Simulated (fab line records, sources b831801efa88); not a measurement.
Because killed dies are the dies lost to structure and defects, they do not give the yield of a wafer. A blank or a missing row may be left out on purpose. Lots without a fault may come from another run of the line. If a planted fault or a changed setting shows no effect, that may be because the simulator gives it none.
Which tool is to blame?	flow sky130	Sampling: 12 lots, 36 wafers, 4 of 708 route steps

== WHAT EACH GAUGE READ, for each wafer ==
SKY_VIA4_THK_MEAS_20: measures by xrf. Usual: VIA4_W_THK 504 nm, standard deviation 6.7.
lot	measured	on	VIA4_W_THK (nm)	flag
L254	day 42 20:39	filmMetro-01	484 502 494	
L255	day 43 05:40	filmMetro-03	498 495 496	
L256	day 43 08:24	filmMetro-03	488 500 494	
L257	day 43 16:50	filmMetro-04	498 494 499	
L259	day 44 06:43	filmMetro-03	508 506 505	
L260	day 44 14:19	filmMetro-01	519 505 512	
L261	day 44 18:21	filmMetro-04	495 508 504	
L263	day 45 07:07	filmMetro-03	500 500 501	
L264	day 45 16:58	filmMetro-03	494 492 503	
L266	day 46 08:48	filmMetro-04	507 511 512	
L270	day 47 09:57	filmMetro-04	506 508 503	
L275	day 48 20:20	filmMetro-03	499 503 504	

== TOOL THAT RAN EACH LOT (tool first, then ch and the chambers of the sampled wafers, then the start) ==
lot	SKY_METAL1_SPUTTER_02	SKY_METAL1_SPUTTER_03	SKY_VIA3_ETCH_14
L254	pvdSputter-04, day 31 15:31	pvdSputter-04, day 31 15:33	rieDiel-01 ch 0,2,3, day 39 17:08
L255	pvdSputter-02, day 32 00:51	pvdSputter-02, day 32 00:52	rieDiel-01 ch 0,1,2, day 40 00:17
L256	pvdSputter-04, day 32 04:03	pvdSputter-04, day 32 04:05	rieDiel-03 ch 0,1,3, day 40 03:46
L257	pvdSputter-02, day 32 16:48	pvdSputter-02, day 32 16:49	rieDiel-03 ch 0,2,3, day 40 13:32
L259	pvdSputter-02, day 33 07:14	pvdSputter-02, day 33 07:16	rieDiel-03 ch 0,1, day 41 04:58
L260	pvdSputter-02, day 33 13:47	pvdSputter-02, day 33 13:49	rieDiel-03 ch 0,1,3, day 41 11:26
L261	pvdSputter-03, day 34 00:02	pvdSputter-03, day 34 00:04	rieDiel-02 ch 0,1, day 41 18:28
L263	pvdSputter-04, day 34 12:07	pvdSputter-04, day 34 12:08	rieDiel-03 ch 2,3, day 42 06:58
L264	pvdSputter-04, day 35 02:15	pvdSputter-04, day 35 02:17	rieDiel-01 ch 0,2,3, day 42 16:59
L266	pvdSputter-04, day 35 18:41	pvdSputter-04, day 35 18:42	rieDiel-03 ch 0,1,2, day 43 10:19
L270	pvdSputter-04, day 37 04:59	pvdSputter-04, day 37 05:01	rieDiel-01 ch 0,2,3, day 44 14:25
L275	pvdSputter-02, day 39 03:24	pvdSputter-02, day 39 03:25	rieDiel-02 ch 0,1,3, day 46 06:04
- SKY_METAL1_SPUTTER_02: material AlCu, target thk 250 nm, time 13.3 s.
- SKY_METAL1_SPUTTER_03: material Ti, target thk 5 nm, time 3.3 s.
- SKY_VIA3_ETCH_14: etches BARC in N2/H2, stops on SiO2, time 45.9 s, target depth 60 nm.

== WHAT THE TOOLS THEMSELVES READ (means of the sampled wafers that have a number; where no wafer has one, the mark that the record gives instead) ==
SKY_METAL1_SPUTTER_02. Usual: throttleValvePct 29.8 %, standard deviation 1.1.
lot	tool	throttleValvePct (%)	flag
L254	pvdSputter-04	29.1	
L255	pvdSputter-02	30.8	
L256	pvdSputter-04	29.1	
L257	pvdSputter-02	29.6	
L259	pvdSputter-02	30.7	
L260	pvdSputter-02	29.1	
L261	pvdSputter-03	30.8	
L263	pvdSputter-04	29.1	
L264	pvdSputter-04	29.6	
L266	pvdSputter-04	28.7	
L270	pvdSputter-04	28.9	
L275	pvdSputter-02	30.7	

SKY_METAL1_SPUTTER_03. Usual: throttleValvePct 29.8 %, standard deviation 1.1.
lot	tool	throttleValvePct (%)	flag
L254	pvdSputter-04	29.0	
L255	pvdSputter-02	30.8	
L256	pvdSputter-04	28.9	
L257	pvdSputter-02	29.5	
L259	pvdSputter-02	30.6	
L260	pvdSputter-02	28.9	
L261	pvdSputter-03	31.0	
L263	pvdSputter-04	29.1	
L264	pvdSputter-04	29.8	
L266	pvdSputter-04	28.7	
L270	pvdSputter-04	29.0	
L275	pvdSputter-02	30.6	

SKY_VIA3_ETCH_14. Usual: chamberPressureMTorr 30.002 mTorr, standard deviation 0.024; drypumpMotorCurrentA 5.7 A, standard deviation 0.48; oesProductAu 0.854 a.u., standard deviation 0.0046; throttleValvePct 13.224 %, standard deviation 0.0094.
lot	tool	chamberPressureMTorr (mTorr)	drypumpMotorCurrentA (A)	oesProductAu (a.u.)	throttleValvePct (%)	flag
L254	rieDiel-01	30.006	5.7	0.853	13.227	
L255	rieDiel-01	30.019	5.5	0.855	13.225	
L256	rieDiel-03	30.002	5.6	0.855	13.227	
L257	rieDiel-03	30.008	5.6	0.860	13.222	
L259	rieDiel-03	30.011	5.1	0.858	13.216	
L260	rieDiel-03	29.979	5.5	0.854	13.223	
L261	rieDiel-02	30.027	5.8	0.852	13.229	
L263	rieDiel-03	30.017	5.9	0.859	13.219	
L264	rieDiel-01	30.003	5.7	0.852	13.236	
L266	rieDiel-03	29.977	5.5	0.851	13.231	
L270	rieDiel-01	28.023	5.6	0.854	13.217	OFF
L275	rieDiel-02	29.978	5.9	0.849	13.227	

== THE ANSWER, worked out from the rows above alone ==
Rule: lot off if the mean of its wafers having a number is beyond 3 standard deviations from the usual mean. Also off: a lot with no number at a reading for which 4 or more lots have one. Where the step has rows for the other lots, those lots are counted as sound. First the gauges in route order, then the tools' own readings, where a lot's mean is used as printed above. At the first step where some lot is off, the reading lying furthest off is the one used; lots without a number count as furthest.
Off: L270, at SKY_VIA3_ETCH_14 (chamberPressureMTorr).
A tool fits if, at that step or a process step before it, it ran every lot that is off, and no sound lot after the first of them. Can't be told from this: 2 tools fit, pvdSputter-04 at SKY_METAL1_SPUTTER_02 and SKY_METAL1_SPUTTER_03, rieDiel-01 at SKY_VIA3_ETCH_14.

== WHAT THE SIMULATOR PUT IN ==
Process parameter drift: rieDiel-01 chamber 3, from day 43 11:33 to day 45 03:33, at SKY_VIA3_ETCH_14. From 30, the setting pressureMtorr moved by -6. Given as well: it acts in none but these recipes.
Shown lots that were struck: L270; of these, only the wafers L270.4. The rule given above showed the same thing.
